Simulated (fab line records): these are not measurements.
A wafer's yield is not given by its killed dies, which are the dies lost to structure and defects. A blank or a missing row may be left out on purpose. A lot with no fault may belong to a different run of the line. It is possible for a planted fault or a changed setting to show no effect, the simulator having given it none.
Matching of chambers | flow gf180mcu | GF_V4_CMP_04 on cmp-02: 4 sister chambers
The step polishes SiO2. 20 wafers are shown with their chamber, then 10 later ones without.

== WAFERS PAIRED WITH THEIR CHAMBERS ==
wafer  | chamber | motorCurrentA (A) | timeToEndpointS (s)
L076.2 | 3       | 11.8              | 84
L076.3 | 2       | 12.1              | 87
L076.6 | 1       | 13.4              | 93
L078.1 | 3       | 11.8              | 73
L078.4 | 0       | 14.4              | 84
L078.6 | 3       | 12.0              | 84
L080.3 | 3       | 12.0              | 82
L080.4 | 1       | 13.1              | 95
L080.5 | 0       | 13.7              | 91
L083.2 | 1       | 13.4              | 84
L083.5 | 1       | 13.4              | 84
L083.6 | 0       | 14.3              | 84
L084.2 | 1       | 12.4              | 87
L084.5 | 1       | 12.9              | 95
L084.6 | 2       | 11.7              | 90
L085.2 | 3       | 12.5              | 87
L085.4 | 2       | 12.2              | 91
L085.6 | 1       | 13.3              | 87
L087.1 | 2       | 11.9              | 80
L087.3 | 1       | 12.4              | 85

SIGNATURES (means of the wafers above)
reading         | chamber 0 | chamber 1 | chamber 2 | chamber 3 | scatter within a chamber
motorCurrentA   | 14.133    | 13.037    | 11.975    | 12.020    | 0.359
timeToEndpointS | 86.33     | 88.75     | 87.00     | 82.00     | 4.89
Rule: for a wafer and a chamber, the distance is found by dividing, reading by reading, the gap between the wafer's reading and the chamber's mean by the reading's scatter, squaring, summing and taking the root. The wafer belongs to the nearest chamber; if the next one is less than 2 further off, it can't be placed. The scatter: take each reading less its chamber's mean, square it, sum over the shown wafers, divide by the number of wafers less the number of chambers, and take the root.

== WAFERS MISSING THEIR CHAMBER ==
wafer  | motorCurrentA (A) | timeToEndpointS (s)
L087.4 | 13.8              | 84
L091.3 | 13.1              | 89
L091.4 | 13.6              | 90
L091.6 | 12.9              | 92
L094.1 | 14.3              | 76
L094.2 | 12.6              | 78
L094.5 | 12.1              | 83
L096.2 | 12.3              | 74
L096.3 | 12.6              | 85
L096.4 | 13.4              | 85

== CHAMBER TAKEN BY EACH ==
wafer  | from the rows above          | in truth
L087.4 | can't be placed: 0 or 1      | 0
L091.3 | 1                            | 1
L091.4 | can't be placed: 1 or 0      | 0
L091.6 | 1                            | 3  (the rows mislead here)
L094.1 | 0                            | 0
L094.2 | can't be placed: 3 or 1 or 2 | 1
L094.5 | can't be placed: 3 or 2      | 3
L096.2 | can't be placed: 3 or 2 or 1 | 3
L096.3 | can't be placed: 1 or 3 or 2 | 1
L096.4 | can't be placed: 1 or 0      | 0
Correct placement for 2 of the 10. These rows do not allow placing 7 (true chamber among the candidates in 7). 1 placed wrongly.
